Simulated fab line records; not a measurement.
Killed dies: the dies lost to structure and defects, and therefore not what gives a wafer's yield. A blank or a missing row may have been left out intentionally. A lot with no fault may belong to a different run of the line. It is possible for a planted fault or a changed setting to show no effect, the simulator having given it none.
fab line records | flow sky130
record: lots: 11 | wafers: 33 | last_day: 50
route steps=708 shown METAL3@565 METAL4@629 METAL5@661
lots with no fault: from the same line, run without faults
start_h: the number of hours between the record's first day and the start of the first shown wafer of the lot | wait_h: how many hours have passed since the lot's step before this one | " the same as in the row above | L1.1+2: one row covering several wafers at once | - no value, or no start given | * or withheld: withheld | < > ~ a bound
route shown NAME@n: NAME is a module with steps in the file, n the number in the route of the first one | usual: average and standard deviation across the fault-free wafers | same: alike in all rows | chamber/n: place in a boat | sites: readings site by site | _std_site: the values' standard deviation | _edge_site: mean of outer sites minus mean of inner sites | radius_mm: how far each site lies from the wafer's centre | mask NAME#n: copy n | behind: the tool/chamber that last shaped the wafer | hold: what put the lot on hold/how long, in hours/how the hold closed | device: transistor that didn't switch, given as n, p or np | end of line: at the end of the route, the tests of the same wafers | where a step has no rows: the recipe by itself | killed: count of dies lost to structure and defects at first sort (not the wafer's yield) | map: a wafer's dies, x killed, . not, _ none there
set.NAME: the setting that was run; set.NAME@STEP: the one run at that earlier step | model.NAME: the simulator's own value behind a step, which no gauge read
the route's steps for a sample of lots (tables are steps, rows are wafers)
services: from which hour (start_h, from the record's first day; less than 0 if before it) a tool's chamber was out of use, for how many hours, and why
== steps ==
step: SKY_METAL3_DESCUM_15
recipe: chemistry: O2 | source_power_w: 150 | bias_power_w: 0 | pressure_mtorr: 10 | temp_c: 40 | time_s: 8
usual: drypump_motor_current_A: 5.5/0.5 | oes_product_au: 0.999/0.0083
lot.wafer | tool         | chamber | start_h | wait_h | drypump_motor_current_A | oes_product_au | rf_hours_counter_h
L658.2    | rie_metal-04 | 0       | 911.64  | 0.0    | 5.9                     | 1.008          | 9
L658.4    | "            | 1       | "       | "      | 5.8                     | 0.984          | -
L658.6    | "            | 0       | "       | "      | 6.0                     | 1.007          | -
L660.1    | rie_metal-02 | 1       | 920.33  | 0.0    | 5.7                     | 0.998          | 18
L660.3    | "            | 1       | "       | "      | 5.7                     | 0.986          | -
L660.5    | "            | 0       | "       | "      | 4.8                     | 1.001          | -
L661.1    | rie_metal-04 | 0       | 931.90  | 0.0    | 5.9                     | 0.998          | 10
L661.4    | "            | 0       | "       | "      | 6.0                     | 1.003          | -
L661.6    | "            | 0       | "       | "      | 5.9                     | 0.996          | -
L662.2    | rie_metal-03 | 1       | 934.33  | 0.0    | 5.0                     | 0.986          | 9
L662.3    | "            | 0       | "       | "      | 6.1                     | 1.000          | -
L662.6    | "            | 0       | "       | "      | 6.1                     | 1.001          | -
L664.3    | rie_metal-02 | 0       | 954.76  | 0.0    | 4.8                     | 1.009          | -
L664.5    | "            | 0       | "       | "      | 4.8                     | 1.008          | -
L664.6    | "            | 1       | "       | "      | 5.7                     | 1.006          | -
L665.1    | rie_metal-04 | 1       | 960.26  | 0.0    | 5.8                     | 0.997          | 2
L665.2    | "            | 0       | "       | "      | 5.9                     | 0.988          | 12
L665.4    | "            | 0       | "       | "      | 6.0                     | 0.995          | -
L666.2    | rie_metal-03 | 1       | 967.84  | 0.0    | 5.0                     | 0.987          | 11
L666.4    | "            | 1       | "       | "      | 5.0                     | 0.987          | -
L666.5    | "            | 1       | "       | "      | 5.0                     | 0.997          | -
L667.3    | rie_metal-02 | 0       | 973.70  | 0.0    | 4.8                     | 0.999          | -
L667.4    | "            | 1       | "       | "      | 5.7                     | 0.993          | -
L667.5    | "            | 1       | "       | "      | 5.7                     | 0.987          | -
L672.1    | rie_metal-04 | 1       | 1009.16 | 0.0    | 5.8                     | 0.995          | 4
L672.4    | "            | 1       | "       | "      | 5.8                     | 1.000          | -
L672.5    | "            | 0       | "       | "      | 6.0                     | 0.994          | -
L679.1    | rie_metal-04 | 1       | 1055.63 | 0.0    | 5.8                     | 1.009          | 6
L679.4    | "            | 0       | "       | "      | 6.0                     | 1.006          | -
L679.6    | "            | 0       | "       | "      | 5.9                     | 0.999          | -
L680.2    | rie_metal-04 | 0       | 1062.84 | 0.0    | 6.0                     | 1.006          | 17
L680.5    | "            | 1       | "       | "      | 5.8                     | 1.007          | -
L680.6    | "            | 0       | "       | "      | 5.9                     | 1.012          | -
step: SKY_METAL4_CD_MEAS_13
recipe: target_cd_nm: 300
usual: cd_nm: 300.9/1.4
lot.wafer | tool      | chamber | start_h | wait_h | cd_nm
L658.2    | cd_sem-02 | -       | 988.31  | -      | 300.6
L658.4    | "         | -       | "       | "      | 300.5
L658.6    | "         | -       | "       | "      | 300.2
L660.1    | cd_sem-01 | -       | 996.39  | -      | 301.0
L660.3    | "         | -       | "       | "      | 301.8
L660.5    | "         | -       | "       | "      | 302.0
L661.1    | cd_sem-01 | -       | 1007.70 | -      | 299.7
L661.4    | "         | -       | "       | "      | 299.1
L661.6    | "         | -       | "       | "      | 299.2
L662.2    | cd_sem-01 | -       | 1010.51 | -      | 301.3
L662.3    | "         | -       | "       | "      | 301.1
L662.6    | "         | -       | "       | "      | 302.5
L664.3    | cd_sem-01 | -       | 1029.12 | -      | 299.7
L664.5    | "         | -       | "       | "      | 301.2
L664.6    | "         | -       | "       | "      | 301.4
L665.1    | cd_sem-02 | -       | 1034.85 | -      | 302.5
L665.2    | "         | -       | "       | "      | 303.5
L665.4    | "         | -       | "       | "      | 302.0
L666.2    | cd_sem-02 | -       | 1042.07 | -      | 300.5
L666.4    | "         | -       | "       | "      | 300.2
L666.5    | "         | -       | "       | "      | 299.1
L667.3    | cd_sem-01 | -       | 1047.53 | -      | 302.4
L667.4    | "         | -       | "       | "      | 301.8
L667.5    | "         | -       | "       | "      | 302.3
L672.1    | cd_sem-02 | -       | 1079.14 | -      | 301.3
L672.4    | "         | -       | "       | "      | 302.7
L672.5    | "         | -       | "       | "      | 301.6
L679.1    | cd_sem-01 | -       | 1119.68 | -      | 299.3
L679.4    | "         | -       | "       | "      | 300.7
L679.6    | "         | -       | "       | "      | 300.0
L680.2    | cd_sem-02 | -       | 1126.41 | -      | 298.6
L680.5    | "         | -       | "       | "      | 298.4
L680.6    | "         | -       | "       | "      | 300.2
step: SKY_METAL4_METAL_ETCH_18
recipe: target_depth_a: 8450 | stop_on: SiO2 | over_etch_frac: 0.3 | time_s: 183.1 | chemistry: Cl2/BCl3 | resist_sidewall_deg: 88 | pressure_mtorr: 10 | icp_w: 900 | bias_w: 48.5 | Cl2_flow_sccm: 60 | bcl3_flow_sccm: 30
usual: drypump_motor_current_A: 5.5/0.51 | oes_product_au: 0.865/0.0053 | over_etch_frac: 0.3/0 | throttle_valve_pct: 22.265/0.0085
lot.wafer | tool         | chamber | start_h | wait_h | drypump_motor_current_A | oes_product_au | over_etch_frac | rf_hours_counter_h | throttle_valve_pct
L658.2    | rie_metal-03 | 1       | 988.73  | 0.0    | 5.0                     | 0.873          | 0.3            | 12                 | 22.265
L658.4    | "            | 1       | "       | "      | 5.0                     | 0.865          | 0.3            | -                  | 22.258
L658.6    | "            | 1       | "       | "      | 5.0                     | 0.870          | 0.3            | -                  | 22.265
L660.1    | rie_metal-02 | 0       | 996.69  | 0.0    | 4.8                     | 0.861          | 0.3            | 15                 | 22.261
L660.3    | "            | 0       | "       | "      | 4.8                     | 0.877          | 0.3            | -                  | 22.257
L660.5    | "            | 0       | "       | "      | 4.8                     | 0.871          | 0.3            | -                  | 22.262
L661.1    | rie_metal-03 | 0       | 1008.00 | 0.0    | 6.1                     | 0.868          | 0.3            | 14                 | 22.263
L661.4    | "            | 1       | "       | "      | 5.0                     | 0.864          | 0.3            | -                  | 22.261
L661.6    | "            | 0       | "       | "      | 6.1                     | 0.863          | 0.3            | -                  | 22.263
L662.2    | rie_metal-03 | 1       | 1010.93 | 0.0    | 5.0                     | 0.858          | 0.3            | 13                 | 22.271
L662.3    | "            | 0       | "       | "      | 6.1                     | 0.864          | 0.3            | -                  | 22.267
L662.6    | "            | 1       | "       | "      | 5.0                     | 0.859          | 0.3            | -                  | 22.267
L664.3    | rie_metal-03 | 1       | 1029.44 | 0.1    | 5.0                     | 0.866          | 0.3            | -                  | 22.256
L664.5    | "            | 1       | "       | "      | 5.0                     | 0.869          | 0.3            | -                  | 22.253
L664.6    | "            | 0       | "       | "      | 6.1                     | 0.861          | 0.3            | -                  | 22.269
L665.1    | rie_metal-01 | 1       | 1035.15 | 0.0    | 5.8                     | 0.868          | 0.3            | 15                 | 22.279
L665.2    | "            | 0       | "       | "      | 5.7                     | 0.863          | 0.3            | 10                 | 22.271
L665.4    | "            | 1       | "       | "      | 5.8                     | 0.861          | 0.3            | -                  | 22.246
L666.2    | rie_metal-03 | 0       | 1042.35 | 0.0    | 6.1                     | 0.827          | 0.41823        | 17                 | 22.266
L666.4    | "            | 1       | "       | "      | 5.0                     | 0.874          | 0.3            | -                  | 22.266
L666.5    | "            | 0       | "       | "      | 6.1                     | 0.827          | 0.41823        | -                  | 22.261
L667.3    | rie_metal-03 | 0       | 1047.85 | 0.1    | 6.1                     | 0.819          | 0.41823        | -                  | 22.256
L667.4    | "            | 1       | "       | "      | 5.0                     | 0.861          | 0.3            | -                  | 22.261
L667.5    | "            | 0       | "       | "      | 6.1                     | 0.821          | 0.41823        | -                  | 22.263
L672.1    | rie_metal-02 | 0       | 1079.44 | 0.0    | 4.8                     | 0.858          | 0.3            | 21                 | 22.258
L672.4    | "            | 1       | "       | "      | 5.7                     | 0.869          | 0.3            | -                  | 22.274
L672.5    | "            | 1       | "       | "      | 5.7                     | 0.859          | 0.3            | -                  | 22.266
L679.1    | rie_metal-03 | 0       | 1119.99 | 0.0    | 6.1                     | 0.861          | 0.3            | 23                 | 22.258
L679.4    | "            | 1       | "       | "      | 5.0                     | 0.861          | 0.3            | -                  | 22.255
L679.6    | "            | 0       | "       | "      | 6.1                     | 0.862          | 0.3            | -                  | 22.273
L680.2    | rie_metal-01 | 0       | 1126.69 | 0.0    | 5.6                     | 0.865          | 0.3            | 16                 | 22.248
L680.5    | "            | 0       | "       | "      | 5.6                     | 0.861          | 0.3            | -                  | 22.274
L680.6    | "            | 1       | "       | "      | 5.8                     | 0.868          | 0.3            | -                  | 22.265
step: SKY_METAL4_STRIP_19
recipe: chemistry: O2/N2 | power_w: 1400 | pressure_mtorr: 1500 | platen_temp_c: withheld | o2_flow_sccm: 3000 | n2_flow_sccm: 300 | overash_fraction: 0.5
usual: drypump_motor_current_A: 5.82/0.24 | oes_product_au: 0.505/0.0055 | strip_time_to_endpoint_s: 6.59/0.073
same: overash_fraction: 0.5
lot.wafer | tool            | chamber | start_h | wait_h | drypump_motor_current_A | oes_product_au | rf_hours_counter_h | strip_time_to_endpoint_s
L658.2    | plasma_asher-03 | 0       | 988.91  | 0.1    | 5.55                    | 0.502          | 86                 | 6.52
L658.4    | "               | 1       | "       | "      | 5.61                    | 0.504          | -                  | 6.52
L658.6    | "               | 1       | "       | "      | 5.60                    | 0.505          | -                  | 6.53
L660.1    | plasma_asher-04 | 1       | 997.05  | 0.3    | 6.05                    | 0.508          | 114                | 6.59
L660.3    | "               | 1       | "       | "      | 6.06                    | 0.503          | -                  | 6.54
L660.5    | "               | 1       | "       | "      | 6.08                    | 0.494          | -                  | 6.56
L661.1    | plasma_asher-03 | 1       | 1008.18 | 0.1    | 5.58                    | 0.507          | 88                 | 6.66
L661.4    | "               | 1       | "       | "      | 5.61                    | 0.507          | -                  | 6.63
L661.6    | "               | 0       | "       | "      | 5.52                    | 0.513          | -                  | 6.61
L662.2    | plasma_asher-03 | 1       | 1011.11 | 0.1    | 5.60                    | 0.507          | 88                 | 6.57
L662.3    | "               | 0       | "       | "      | 5.49                    | 0.495          | -                  | 6.52
L662.6    | "               | 1       | "       | "      | 5.61                    | 0.499          | -                  | 6.59
L664.3    | plasma_asher-02 | 1       | 1029.60 | 0.1    | 5.68                    | 0.505          | -                  | 6.62
L664.5    | "               | 0       | "       | "      | 6.06                    | 0.501          | -                  | 6.50
L664.6    | "               | 1       | "       | "      | 5.67                    | 0.503          | -                  | 6.53
L665.1    | plasma_asher-02 | 0       | 1035.33 | 0.1    | 6.07                    | 0.510          | 30                 | 6.58
L665.2    | "               | 1       | "       | "      | 5.68                    | 0.502          | 30                 | 6.57
L665.4    | "               | 0       | "       | "      | 6.08                    | 0.501          | -                  | 6.56
L666.2    | plasma_asher-02 | 0       | 1042.53 | 0.1    | 6.09                    | 0.486          | 31                 | 6.15
L666.4    | "               | 1       | "       | "      | 5.68                    | 0.507          | -                  | 6.62
L666.5    | "               | 1       | "       | "      | 5.69                    | 0.497          | -                  | 6.21
L667.3    | plasma_asher-04 | 1       | 1048.00 | 0.1    | 6.06                    | 0.489          | -                  | 6.25
L667.4    | "               | 0       | "       | "      | 6.18                    | 0.513          | -                  | 6.79
L667.5    | "               | 0       | "       | "      | 6.20                    | 0.496          | -                  | 6.25
L672.1    | plasma_asher-02 | 0       | 1079.62 | 0.1    | 6.06                    | 0.512          | 35                 | 6.69
L672.4    | "               | 0       | "       | "      | 6.04                    | 0.505          | -                  | 6.54
L672.5    | "               | 0       | "       | "      | 6.07                    | 0.502          | -                  | 6.49
L679.1    | plasma_asher-02 | 0       | 1120.16 | 0.1    | 6.12                    | 0.506          | 39                 | 6.64
L679.4    | "               | 1       | "       | "      | 5.63                    | 0.513          | -                  | 6.63
L679.6    | "               | 0       | "       | "      | 6.07                    | 0.503          | -                  | 6.65
L680.2    | plasma_asher-02 | 1       | 1126.87 | 0.1    | 5.70                    | 0.501          | 40                 | 6.53
L680.5    | "               | 1       | "       | "      | 5.70                    | 0.501          | -                  | 6.48
L680.6    | "               | 0       | "       | "      | 6.07                    | 0.508          | -                  | 6.51
step: SKY_METAL5_SPUTTER_00
recipe: material: Ti | target_thk_nm: 15 | power_w: 3000 | time_s: 10 | chamber_pressure_pa: 0.4
usual: throttle_valve_pct: 30.0/0.96
lot.wafer | tool           | chamber | start_h | wait_h | throttle_valve_pct
L658.2    | pvd_sputter-03 | -       | 1015.09 | 0.1    | 31.4
L658.4    | "              | -       | "       | "      | 30.9
L658.6    | "              | -       | "       | "      | 29.3
L660.1    | pvd_sputter-04 | -       | 1022.93 | 0.1    | 30.6
L660.3    | "              | -       | "       | "      | 30.7
L660.5    | "              | -       | "       | "      | 30.8
L661.1    | pvd_sputter-03 | -       | 1032.26 | 0.1    | 29.0
L661.4    | "              | -       | "       | "      | 30.5
L661.6    | "              | -       | "       | "      | 30.7
L662.2    | pvd_sputter-01 | -       | 1036.80 | 0.2    | 31.0
L662.3    | "              | -       | "       | "      | 30.2
L662.6    | "              | -       | "       | "      | 29.7
L664.3    | pvd_sputter-04 | -       | 1053.55 | 0.2    | 30.5
L664.5    | "              | -       | "       | "      | 28.8
L664.6    | "              | -       | "       | "      | 30.5
L665.1    | pvd_sputter-03 | -       | 1060.12 | 0.2    | 30.9
L665.2    | "              | -       | "       | "      | 30.3
L665.4    | "              | -       | "       | "      | 29.2
L666.2    | pvd_sputter-03 | -       | 1066.87 | 0.1    | 29.1
L666.4    | "              | -       | "       | "      | 30.4
L666.5    | "              | -       | "       | "      | 31.6
L667.3    | pvd_sputter-03 | -       | 1071.76 | 0.1    | 29.1
L667.4    | "              | -       | "       | "      | 29.2
L667.5    | "              | -       | "       | "      | 30.3
L672.1    | pvd_sputter-04 | -       | 1102.43 | 0.1    | 30.6
L672.4    | "              | -       | "       | "      | 29.3
L672.5    | "              | -       | "       | "      | 30.7
L679.1    | pvd_sputter-01 | -       | 1141.57 | 0.1    | 31.0
L679.4    | "              | -       | "       | "      | 27.7
L679.6    | "              | -       | "       | "      | 27.9
L680.2    | pvd_sputter-01 | -       | 1147.79 | 0.2    | 27.7
L680.5    | "              | -       | "       | "      | 29.0
L680.6    | "              | -       | "       | "      | 29.5
== services ==
tool            | chamber | start_h | hours | kind
plasma_asher-03 | -       | 919.48  | 2.4   | repair
pvd_sputter-01  | -       | 931.00  | 11.1  | repair
rie_metal-03    | 1       | 934.91  | 2.4   | repair
plasma_asher-03 | -       | 948.72  | 15.6  | pm
plasma_asher-04 | -       | 956.48  | 2.5   | repair
plasma_asher-03 | -       | 968.03  | 0.8   | repair
rie_metal-02    | 1       | 985.47  | 3.7   | repair
rie_metal-04    | -       | 1010.11 | 2.8   | pm
pvd_sputter-04  | -       | 1011.24 | 4.4   | repair
plasma_asher-04 | -       | 1013.99 | 21.8  | repair
rie_metal-01    | -       | 1016.30 | 2.8   | pm
pvd_sputter-04  | -       | 1016.66 | 0.5   | repair
rie_metal-04    | -       | 1020.34 | 15.6  | pm
pvd_sputter-03  | -       | 1032.92 | 2.4   | repair
pvd_sputter-03  | -       | 1033.82 | 6.5   | repair
plasma_asher-04 | -       | 1055.25 | 9.0   | pm
pvd_sputter-01  | -       | 1056.92 | 4.1   | repair
rie_metal-02    | 0       | 1091.66 | 8.4   | repair
plasma_asher-02 | -       | 1102.10 | 2.7   | repair
pvd_sputter-04  | -       | 1103.35 | 14.7  | repair
plasma_asher-03 | -       | 1104.98 | 28.1  | pm
pvd_sputter-01  | -       | 1109.91 | 2.4   | repair
pvd_sputter-03  | -       | 1117.58 | 3.7   | repair
rie_metal-04    | -       | 1144.80 | 14.6  | pm
== key ==
first_sign: step: SKY_METAL4_METAL_ETCH_18 | reading: over_etch_frac | direction: up | sigmas: 99+ | usual: 0.3 | struck: 0.41823
effect: step: SKY_METAL4_METAL_ETCH_18 | reading: oes_product_au | direction: down | sigmas: 7.9 | usual: 0.865 | struck: 0.823
effect: step: SKY_METAL4_STRIP_19 | reading: strip_time_to_endpoint_s | direction: down | sigmas: 5.2 | usual: * | struck: *
met_at SKY_METAL4_METAL_ETCH_18
struck_lots L666,L667
struck_wafers L666.2,L666.5,L667.3,L667.5
not_acting_at SKY_METAL3_DESCUM_15,SKY_METAL4_CD_MEAS_13,SKY_METAL5_SPUTTER_00
onset_between 1029.44 1042.35
fault: kind: process_parameter_drift | tool: rie_metal-03 | chamber: 0 | onset_h: 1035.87 | steps: SKY_METAL4_METAL_ETCH_18 | channel: over_etch_frac | offset: 0.11823 | shape: step | end_h: 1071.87 | acts_in: these_recipes_only | stated: 0.3
